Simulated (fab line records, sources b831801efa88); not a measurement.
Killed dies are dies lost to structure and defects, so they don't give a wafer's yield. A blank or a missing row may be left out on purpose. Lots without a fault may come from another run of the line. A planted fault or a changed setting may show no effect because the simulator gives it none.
A struck lot beside a sound one | flow sky130 | 15 steps out of a route of 708
Sound: wafers L674.1, L674.2, L674.6. Struck: wafers L679.4, L679.5. (L679.2 of the same lot was not struck and is left out.) The cause comes at the end.
At each step with rows: each side's tool, then ch and its chambers, then its first start. Under that, the readings that differ: sound wafers | struck wafers | difference of the means | sigmas: that difference in standard deviations of wafers without a fault.
alike: readings whose means differ by less than 2 such deviations, and words and numbers that are the same on both sides. not compared: withheld readings, readings that some wafer has no value for, bounds like >300 that may hide the same value, and numbers for which the record gives no deviation and whose values overlap.
The two part at a step that has a row with sigmas, a row that says differs or no value, or rows on one side only. Numbers that don't overlap but have no deviation are shown without sigmas and don't part them. A reading that every wafer of one side lacks parts them only if that side has two wafers or more.

first, 8 steps without rows for these wafers: SKY_FIELD_ISO_DEHYDRATE_05 (time 60 s); SKY_FIELD_ISO_HMDS_06 (prime time 60 s); SKY_FIELD_ISO_COAT_07 (resist thk 60 nm); SKY_FIELD_ISO_COAT_08 (resist thk 450 nm); SKY_FIELD_ISO_SOFTBAKE_09 (time 90 s); SKY_FIELD_ISO_EXPOSE_10 (exposes mask FOM, target cd 150 nm); SKY_FIELD_ISO_PEB_11; SKY_FIELD_ISO_DEVELOP_12 (develop time 60 s).
SKY_FIELD_ISO_CD_MEAS_13: target cd 150 nm.
  sound on cd_sem-01, day 2 16:07; struck on cd_sem-01, day 3 19:02
  reading    | sound             | struck      | difference | sigmas
  cd_nm (nm) | 149.5 148.9 148.6 | 153.1 153.4 | +4.2       | +2
SKY_FIELD_ISO_ETCH_14: etches BARC in N2/H2, stops on SiO2, time 45.9 s, target depth 60 nm.
  sound on rie_diel-01 ch 2,3, day 2 16:14; struck on rie_diel-03 ch 0,1, day 3 19:08
  alike: drypump_motor_current_A, oes_product_au, run_length_s, throttle_valve_pct
  not compared: rf_hours_counter_h
SKY_FIELD_ISO_ETCH_15: etches the open film in CHF3/O2, stops on Si, target depth 180 nm, time 72 s.
  sound on rie_diel-01 ch 2,3, day 2 16:16; struck on rie_diel-03 ch 0,1, day 3 19:10
  alike: drypump_motor_current_A, oes_product_au, run_length_s, throttle_valve_pct
  not compared: rf_hours_counter_h
SKY_FIELD_ISO_STRIP_16: strips in O2/N2.
  sound on plasma_asher-01 ch 0,1, day 2 16:20; struck on plasma_asher-04 ch 0, day 3 19:14
  reading                     | sound          | struck    | difference | sigmas
  drypump_motor_current_A (A) | 5.81 5.99 5.98 | 5.19 5.16 | -0.75      | -3
  alike: o2_flow_sccm, oes_product_au, strip_time_to_endpoint_s
  not compared: rf_hours_counter_h
SKY_FIELD_ISO_ETCH_17: etches Si in HBr/Cl2/O2, target depth 342 nm, time 97.7 s.
  sound on rie_si-02 ch 0,1, day 2 16:26; struck on rie_si-01 ch 1,3, day 3 19:20
  reading                               | sound             | struck      | difference | sigmas
  run_length_s (s)                      | 127.1 125.8 126.7 | 113.5 114.1 | -12.7      | -24
  model.etch.depth_nm (nm)              | 339.7 348.3 340.8 | 291.6 299   | -47.6      |
  model.FIELD_ISO.feature_depth_nm (nm) | 339.7 348.3 340.8 | 291.6 299   | -47.6      |
  alike: drypump_motor_current_A, mfc_cl2_sccm, oes_product_au, throttle_valve_pct
  not compared: rf_hours_counter_h
then, 1 step without rows for these wafers: SKY_FIELD_ISO_WET_ETCH_18 (etches Si3N4 in H3PO4, target depth 25 nm, time 286 s).
-- the record jumps here: 45 days lie between the struck wafers' starts before and after (it left off in module FIELD_ISO and takes up again in module PAD_OPEN, whose first step shown is number 708 of the route) --
SKY_PAD_OPEN_PROBE_99:
  sound on prober-01, day 47 07:20; struck on prober-02, day 48 13:08
  reading                                 | sound                         | struck              | difference | sigmas
  model.etest.res_p_drift_20v.line_ohm_um | 1.135e+04 1.175e+04 1.139e+04 | 9384 9636           | -1987      |
  model.etest.res_p_drift_20v.rs_ohm_sq   | 9565 9925 9482                | 7816 8092           | -1703      |
  model.etest.pfet_16v.r_on_ohm_um        | 1.51e+04 1.543e+04 1.513e+04  | 1.403e+04 1.401e+04 | -1.200e+03 |
  model.etest.res_iso_pwell.rs_ohm_sq     | 3212 3384 3206                | 2134 2210           | -1095      |
  model.etest.res_iso_pwell.line_ohm_um   | 1232 1279 1221                | 798.1 826.4         | -431.8     |
  model.etest.res_nwell.line_ohm_um       | 1112 1125 1118                | 936.5 985.5         | -157.3     |
  model.etest.res_nwell.rs_ohm_sq         | 932.6 948.6 935.5             | 792.4 810.2         | -137.6     |
  model.etest.cap_poly_to_well.c_af_um2   | 93.04 89.49 91.87             | 104.3 103.1         | +12.2      |
  alike: killed_at_M0_to_M3, killed_at_M4_up, killed_at_contacts, killed_at_front_end, killed_at_other, killed_dies, killed_open, killed_short

WHERE THEY PART
First at SKY_FIELD_ISO_CD_MEAS_13; last, within this record, at SKY_FIELD_ISO_ETCH_17. Later steps at which nothing parts them and some readings are alike: SKY_PAD_OPEN_PROBE_99.

WHY: what the simulator had put in
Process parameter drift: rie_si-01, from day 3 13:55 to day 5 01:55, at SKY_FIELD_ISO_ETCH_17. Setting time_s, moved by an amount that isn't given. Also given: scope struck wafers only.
